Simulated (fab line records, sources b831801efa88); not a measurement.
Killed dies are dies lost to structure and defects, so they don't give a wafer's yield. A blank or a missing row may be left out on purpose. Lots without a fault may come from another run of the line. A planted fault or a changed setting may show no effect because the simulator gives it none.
Which tool did it? | flow gf180mcu | 11 lots, 31 wafers sampled, at 4 steps of a route of 602

WHAT THE GAUGES READ, wafer by wafer
GF_M1_RS_MEAS_05: measures by four-point-probe.
lot  | measured     | on            | M1_ALCU_RS (ohm/sq)
L879 | day 16 06:01 | film_metro-02 | 0.0691 0.0694 0.0699
L884 | day 17 22:22 | film_metro-03 | 0.0692 0.0695 0.0685
L885 | day 18 09:00 | film_metro-02 | 0.0679 0.0694 0.0675
L886 | day 18 18:15 | film_metro-03 | 0.0685 0.0692 0.0693
L888 | day 19 14:28 | film_metro-03 | 0.0535 0.0690 0.0535 0.0689
L890 | day 20 06:48 | film_metro-01 | 0.0691 0.0534 0.0692 0.0535
L897 | day 22 14:44 | film_metro-01 | 0.0685 0.0687 0.0692
L899 | day 23 07:24 | film_metro-01 | 0.0684 0.0689 0.0677
L900 | day 23 15:58 | film_metro-01 | 0.0683 0.0686 0.0682
L901 | day 23 22:07 | film_metro-02 | 0.0685 0.0670 0.0674
L902 | day 24 10:41 | film_metro-03 | 0.0683 0.0695 0.0686

WHICH TOOL RAN EACH LOT (tool, then ch and the chambers of the sampled wafers, then the start)
lot  | GF_CONTACT_SPUTTER_22        | GF_CONTACT_CMP_27             | GF_M1_SPUTTER_02
L879 | pvd_sputter-04, day 16 05:05 | cmp-02 ch 1,2,3, day 16 05:28 | pvd_sputter-03, day 16 05:54
L884 | pvd_sputter-01, day 17 21:18 | cmp-02 ch 0,2,3, day 17 21:41 | pvd_sputter-03, day 17 22:14
L885 | pvd_sputter-02, day 18 08:05 | cmp-01 ch 0,1,2, day 18 08:31 | pvd_sputter-04, day 18 08:53
L886 | pvd_sputter-04, day 18 17:17 | cmp-01 ch 0,2,3, day 18 17:45 | pvd_sputter-03, day 18 18:08
L888 | pvd_sputter-04, day 19 13:34 | cmp-01 ch 0,3, day 19 14:05   | pvd_sputter-03, day 19 14:22
L890 | pvd_sputter-04, day 20 05:53 | cmp-01 ch 2,3, day 20 06:16   | pvd_sputter-03, day 20 06:41
L897 | pvd_sputter-01, day 22 13:50 | cmp-01 ch 0,1,2, day 22 14:13 | pvd_sputter-04, day 22 14:38
L899 | pvd_sputter-01, day 23 06:29 | cmp-02 ch 0,2,3, day 23 06:52 | pvd_sputter-03, day 23 07:17
L900 | pvd_sputter-04, day 23 15:03 | cmp-01 ch 0,2,3, day 23 15:29 | pvd_sputter-03, day 23 15:52
L901 | pvd_sputter-02, day 23 21:10 | cmp-02 ch 0,3, day 23 21:33   | pvd_sputter-03, day 23 21:59
L902 | pvd_sputter-01, day 24 09:47 | cmp-02 ch 1,2,3, day 24 10:10 | pvd_sputter-01, day 24 10:36
- GF_CONTACT_SPUTTER_22: material Ti, target thk 15 nm, time 80.02 s.
- GF_CONTACT_CMP_27: polishes, stops on SiO2, t overpolish 15 s, target thk 0 nm.
- GF_M1_SPUTTER_02: material AlCu, target thk 450 nm, time 23.9 s.

THE ANSWER, worked out from the rows above alone
Rule: what is usual is taken from the lots themselves. Put in order of their means at a reading, lots are off if they are a third of the lots or fewer, leave a main group of 4 or more, and stand apart from it by a gap of 3 or more times the standard deviation of the main group's means; of several such gaps the widest counts. A main group whose means are all the same, to the digits that the tables above print for the reading, isn't used. A lot without any number at a reading at which 4 lots or more have one is off too. The other lots that the step has rows for count as sound.
Off: L888, L890, at GF_M1_RS_MEAS_05 (M1_ALCU_RS). The main group: mean 0.0686 ohm/sq, standard deviation 0.00051.
A tool fits if, at a process step before that reading, it ran every lot that is off, and no sound lot after the first of them. The gauges at GF_M1_RS_MEAS_05 are tried like those tools. None of those tried fits.

WHAT THE SIMULATOR HAD PUT IN
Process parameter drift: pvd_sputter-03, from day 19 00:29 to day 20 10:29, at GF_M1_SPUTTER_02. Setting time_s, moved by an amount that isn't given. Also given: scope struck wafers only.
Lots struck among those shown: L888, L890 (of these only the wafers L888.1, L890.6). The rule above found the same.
